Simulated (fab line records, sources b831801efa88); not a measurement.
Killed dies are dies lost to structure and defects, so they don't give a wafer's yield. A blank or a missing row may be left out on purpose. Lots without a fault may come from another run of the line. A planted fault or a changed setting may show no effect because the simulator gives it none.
Which tool did it? | flow gf180mcu | 11 lots, 33 wafers sampled, at 5 steps of a route of 602

WHAT THE GAUGES READ, wafer by wafer
GF_V4_THK_MEAS_03.
lot  | measured     | on            | V4_CVD_02_THK (nm)
L309 | day 23 12:34 | film_metro-03 | 836 847 857
L312 | day 24 19:00 | film_metro-01 | 858 870 882
L313 | day 25 01:38 | film_metro-01 | 844 847 868
L314 | day 25 13:11 | film_metro-04 | 846 844 849
L320 | day 27 15:10 | film_metro-04 | 843 846 850
L322 | day 28 04:03 | film_metro-04 | 1216 1236 1241
L325 | day 29 11:16 | film_metro-03 | 871 860 867
L324 | day 29 01:31 | film_metro-01 | 1224 1228 1247
L326 | day 29 08:18 | film_metro-03 | 866 871 865
L329 | day 30 01:39 | film_metro-04 | 844 859 863
L331 | day 30 13:46 | film_metro-01 | 831 861 860

WHICH TOOL RAN EACH LOT (tool, then ch and the chambers of the sampled wafers, then the start)
lot  | GF_V2_STRIP_18                       | GF_V2_CMP_26                  | GF_V3_SPUTTER_21             | GF_V4_CVD_02
L309 | plasma_asher-04 ch 0,1, day 20 07:59 | cmp-02 ch 1,2,3, day 20 08:57 | pvd_sputter-02, day 22 11:19 | pecvd-02 ch 1,2, day 23 12:29
L312 | plasma_asher-02 ch 0,1, day 21 17:04 | cmp-02 ch 0,1, day 21 18:00   | pvd_sputter-02, day 23 19:29 | pecvd-01 ch 1,2, day 24 18:55
L313 | plasma_asher-01 ch 0,1, day 22 00:02 | cmp-01 ch 0,1,3, day 22 00:57 | pvd_sputter-01, day 24 01:49 | pecvd-01 ch 0,1,2, day 25 01:34
L314 | plasma_asher-01 ch 0,1, day 22 12:05 | cmp-02 ch 0,1,2, day 22 13:00 | pvd_sputter-01, day 24 13:08 | pecvd-01 ch 0,1,2, day 25 13:07
L320 | plasma_asher-04 ch 0,1, day 24 19:20 | cmp-02 ch 1,2,3, day 24 20:25 | pvd_sputter-03, day 26 16:55 | pecvd-01 ch 0,1,2, day 27 15:06
L322 | plasma_asher-01 ch 0,1, day 25 10:34 | cmp-01 ch 0,1,2, day 25 11:33 | pvd_sputter-02, day 27 06:04 | pecvd-01 ch 0,1,2, day 28 03:58
L325 | plasma_asher-01 ch 0, day 26 06:50   | cmp-01 ch 2,3, day 26 20:01   | pvd_sputter-01, day 28 14:10 | pecvd-04 ch 1,2, day 29 11:12
L324 | plasma_asher-04 ch 0,1, day 26 09:11 | cmp-01 ch 1,2,3, day 26 10:13 | pvd_sputter-02, day 28 04:11 | pecvd-01 ch 1,2, day 29 01:26
L326 | plasma_asher-01 ch 0,1, day 26 15:28 | cmp-02 ch 1,2,3, day 26 16:31 | pvd_sputter-03, day 28 11:33 | pecvd-02 ch 0,1,2, day 29 08:14
L329 | plasma_asher-02 ch 0,1, day 27 10:05 | cmp-02 ch 0,1,3, day 27 11:01 | pvd_sputter-01, day 29 04:19 | pecvd-04 ch 1,2, day 30 01:35
L331 | plasma_asher-02 ch 0,1, day 27 23:11 | cmp-01 ch 1,2,3, day 28 00:16 | pvd_sputter-02, day 29 17:31 | pecvd-04 ch 0,1,2, day 30 13:41
- GF_V2_STRIP_18: strips in O2/N2.
- GF_V2_CMP_26: polishes, stops on SiO2, t overpolish 15 s, target thk 0 nm.
- GF_V3_SPUTTER_21: material Ti, target thk 15 nm, time 80.02 s.
- GF_V4_CVD_02: deposits SiO2 from TEOS, target thk 850 nm, time 94.851 s.

THE ANSWER, worked out from the rows above alone
Rule: what is usual is taken from the lots themselves. Put in order of their means at a reading, lots are off if they are a third of the lots or fewer, leave a main group of 4 or more, and stand apart from it by a gap of 3 or more times the standard deviation of the main group's means; of several such gaps the widest counts. A main group whose means are all the same, to the digits that the tables above print for the reading, isn't used. A lot without any number at a reading at which 4 lots or more have one is off too. The other lots that the step has rows for count as sound.
Off: L322, L324, at GF_V4_THK_MEAS_03 (V4_CVD_02_THK). The main group: mean 856 nm, standard deviation 9.
A tool fits if, at a process step before that reading, it ran every lot that is off, and no sound lot after the first of them. The gauges at GF_V4_THK_MEAS_03 are tried like those tools. One fits: pecvd-01 at GF_V4_CVD_02. Its last sound lot is L320 (day 27 15:06), its first lot that is off L322 (day 28 03:58): a fault that began between those two fits.

WHAT THE SIMULATOR HAD PUT IN
Process parameter drift: pecvd-01, from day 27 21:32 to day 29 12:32, at GF_V4_CVD_02. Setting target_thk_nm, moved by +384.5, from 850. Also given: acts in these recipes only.
Lots struck among those shown: L322, L324. The rule above found the same.
